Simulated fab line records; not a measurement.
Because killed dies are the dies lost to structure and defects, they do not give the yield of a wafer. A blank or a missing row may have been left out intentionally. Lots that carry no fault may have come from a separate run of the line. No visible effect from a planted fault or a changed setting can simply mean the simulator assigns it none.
Chamber matching / flow gf180mcu / GF_STI_ETCH_14 on rie_si-02: 4 sister chambers
The step etches Si in HBr/Cl2/O2, target depth 360 nm, time 102.9 s. 18 wafers are shown with their chamber, then 9 later ones without.

## EACH WAFER AND ITS CHAMBER
wafer=L646.3; chamber=2; drypump_motor_current_A (A)=5.9; run_length_s (s)=131.3; oes_product_au (a.u.)=0.993
wafer=L646.5; chamber=2; drypump_motor_current_A (A)=5.9; run_length_s (s)=131.3; oes_product_au (a.u.)=0.990
wafer=L646.6; chamber=3; drypump_motor_current_A (A)=6.5; run_length_s (s)=131.4; oes_product_au (a.u.)=1.011
wafer=L650.2; chamber=0; drypump_motor_current_A (A)=5.6; run_length_s (s)=130.9; oes_product_au (a.u.)=1.008
wafer=L650.5; chamber=0; drypump_motor_current_A (A)=5.6; run_length_s (s)=130.9; oes_product_au (a.u.)=1.016
wafer=L650.6; chamber=1; drypump_motor_current_A (A)=5.5; run_length_s (s)=130.4; oes_product_au (a.u.)=1.013
wafer=L656.2; chamber=3; drypump_motor_current_A (A)=6.5; run_length_s (s)=131.4; oes_product_au (a.u.)=0.994
wafer=L656.3; chamber=1; drypump_motor_current_A (A)=5.5; run_length_s (s)=130.5; oes_product_au (a.u.)=1.000
wafer=L656.6; chamber=1; drypump_motor_current_A (A)=5.5; run_length_s (s)=130.6; oes_product_au (a.u.)=1.007
wafer=L661.2; chamber=1; drypump_motor_current_A (A)=5.6; run_length_s (s)=130.7; oes_product_au (a.u.)=0.996
wafer=L661.5; chamber=0; drypump_motor_current_A (A)=5.6; run_length_s (s)=131.1; oes_product_au (a.u.)=1.013
wafer=L661.6; chamber=3; drypump_motor_current_A (A)=6.5; run_length_s (s)=131.7; oes_product_au (a.u.)=1.012
wafer=L662.1; chamber=0; drypump_motor_current_A (A)=5.6; run_length_s (s)=131.0; oes_product_au (a.u.)=1.021
wafer=L662.4; chamber=2; drypump_motor_current_A (A)=5.9; run_length_s (s)=131.6; oes_product_au (a.u.)=0.986
wafer=L662.6; chamber=1; drypump_motor_current_A (A)=5.5; run_length_s (s)=130.9; oes_product_au (a.u.)=1.003
wafer=L663.1; chamber=3; drypump_motor_current_A (A)=6.5; run_length_s (s)=131.2; oes_product_au (a.u.)=1.011
wafer=L663.2; chamber=1; drypump_motor_current_A (A)=5.5; run_length_s (s)=130.7; oes_product_au (a.u.)=1.007
wafer=L663.4; chamber=0; drypump_motor_current_A (A)=5.6; run_length_s (s)=131.0; oes_product_au (a.u.)=1.019

SIGNATURES (averages over the wafers above)
reading=drypump_motor_current_A; chamber 0=5.600; chamber 1=5.517; chamber 2=5.900; chamber 3=6.500; scatter within a chamber=0.0244
reading=run_length_s; chamber 0=130.980; chamber 1=130.633; chamber 2=131.400; chamber 3=131.425; scatter within a chamber=0.162
reading=oes_product_au; chamber 0=1.01540; chamber 1=1.00433; chamber 2=0.98967; chamber 3=1.00700; scatter within a chamber=0.00618
Rule: for a wafer and a chamber, the distance is found by dividing, reading by reading, the gap between the wafer's reading and the chamber's mean by the reading's scatter, squaring, summing and taking the root. The wafer belongs to the nearest chamber; if the next one is less than 2 further off, it can't be placed. How the scatter is found: for the shown wafers, subtract from each reading the mean of its chamber, square and add these, divide the total by (wafers less chambers), then take the root.

## WAFERS WHOSE CHAMBER IS MISSING
wafer=L664.2; drypump_motor_current_A (A)=5.9; run_length_s (s)=131.5; oes_product_au (a.u.)=1.011
wafer=L664.3; drypump_motor_current_A (A)=5.5; run_length_s (s)=130.7; oes_product_au (a.u.)=1.002
wafer=L664.5; drypump_motor_current_A (A)=5.6; run_length_s (s)=131.2; oes_product_au (a.u.)=1.017
wafer=L665.2; drypump_motor_current_A (A)=6.5; run_length_s (s)=131.4; oes_product_au (a.u.)=1.014
wafer=L665.5; drypump_motor_current_A (A)=5.5; run_length_s (s)=130.7; oes_product_au (a.u.)=0.998
wafer=L665.6; drypump_motor_current_A (A)=5.6; run_length_s (s)=131.3; oes_product_au (a.u.)=1.021
wafer=L668.1; drypump_motor_current_A (A)=6.5; run_length_s (s)=131.5; oes_product_au (a.u.)=0.999
wafer=L668.2; drypump_motor_current_A (A)=5.5; run_length_s (s)=130.7; oes_product_au (a.u.)=0.989
wafer=L668.3; drypump_motor_current_A (A)=5.9; run_length_s (s)=131.2; oes_product_au (a.u.)=0.996

## WHICH CHAMBER EACH ONE RAN IN
wafer=L664.2; from the rows above=2; in truth=2
wafer=L664.3; from the rows above=1; in truth=1
wafer=L664.5; from the rows above=0; in truth=0
wafer=L665.2; from the rows above=3; in truth=3
wafer=L665.5; from the rows above=1; in truth=1
wafer=L665.6; from the rows above=0; in truth=0
wafer=L668.1; from the rows above=3; in truth=3
wafer=L668.2; from the rows above=1; in truth=1
wafer=L668.3; from the rows above=2; in truth=2
Correctly placed: 9 of 9. From these rows, 0 cannot be placed. Placed wrongly: 0.
